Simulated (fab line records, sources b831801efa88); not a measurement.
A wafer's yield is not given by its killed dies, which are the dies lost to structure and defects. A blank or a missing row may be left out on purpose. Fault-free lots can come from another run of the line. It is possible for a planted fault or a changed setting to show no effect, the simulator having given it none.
Matching of chambers :: flow gf180mcu :: 3 sister chambers for GF_V3_CVD_02 on pecvd-01
The step deposits SiO2 from TEOS, target thk 850 nm, time 94.851 s. 3 wafers are shown with their chamber, then 9 later ones without.

## EACH WAFER AND ITS CHAMBER
wafer: L088.1
chamber: 1
heater-power-w (W): 595

wafer: L088.5
chamber: 2
heater-power-w (W): 609

wafer: L088.6
chamber: 0
heater-power-w (W): 677

## WAFERS WITHOUT THEIR CHAMBER
wafer: L093.1
heater-power-w (W): 676

wafer: L093.4
heater-power-w (W): 630

wafer: L093.6
heater-power-w (W): 698

wafer: L095.2
heater-power-w (W): 645

wafer: L095.4
heater-power-w (W): 725

wafer: L095.5
heater-power-w (W): 752

wafer: L097.1
heater-power-w (W): 630

wafer: L097.2
heater-power-w (W): 730

wafer: L097.5
heater-power-w (W): 734

## EACH ONE'S CHAMBER
wafer: L093.1
from the rows above: can't be placed: 0 or 2 or 1
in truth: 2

wafer: L093.4
from the rows above: can't be placed: 2 or 1 or 0
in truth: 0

wafer: L093.6
from the rows above: can't be placed: 0 or 2 or 1
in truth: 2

wafer: L095.2
from the rows above: can't be placed: 0 or 2 or 1
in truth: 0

wafer: L095.4
from the rows above: can't be placed: 0 or 2 or 1
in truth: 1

wafer: L095.5
from the rows above: can't be placed: 0 or 2 or 1
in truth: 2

wafer: L097.1
from the rows above: can't be placed: 2 or 1 or 0
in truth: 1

wafer: L097.2
from the rows above: can't be placed: 0 or 2 or 1
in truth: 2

wafer: L097.5
from the rows above: can't be placed: 0 or 2 or 1
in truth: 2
0 of 9 placed correctly. From these rows, 9 cannot be placed; in 9 the true chamber is one of the candidates. Number placed wrongly: 0.
How it was worked out, from the rows above alone: a wafer's distance from a chamber is the root of the sum, over the readings, of the square of ((its reading less the chamber's mean) divided by the reading's scatter). If the next closest chamber is less than 2 further off than the closest, the wafer can't be placed; otherwise it belongs to the closest. Each chamber's mean is taken over the wafers shown for it. The scatter: root of mean squared gap, hidden wafer to nearest shown wafer, with one shown wafer a chamber.
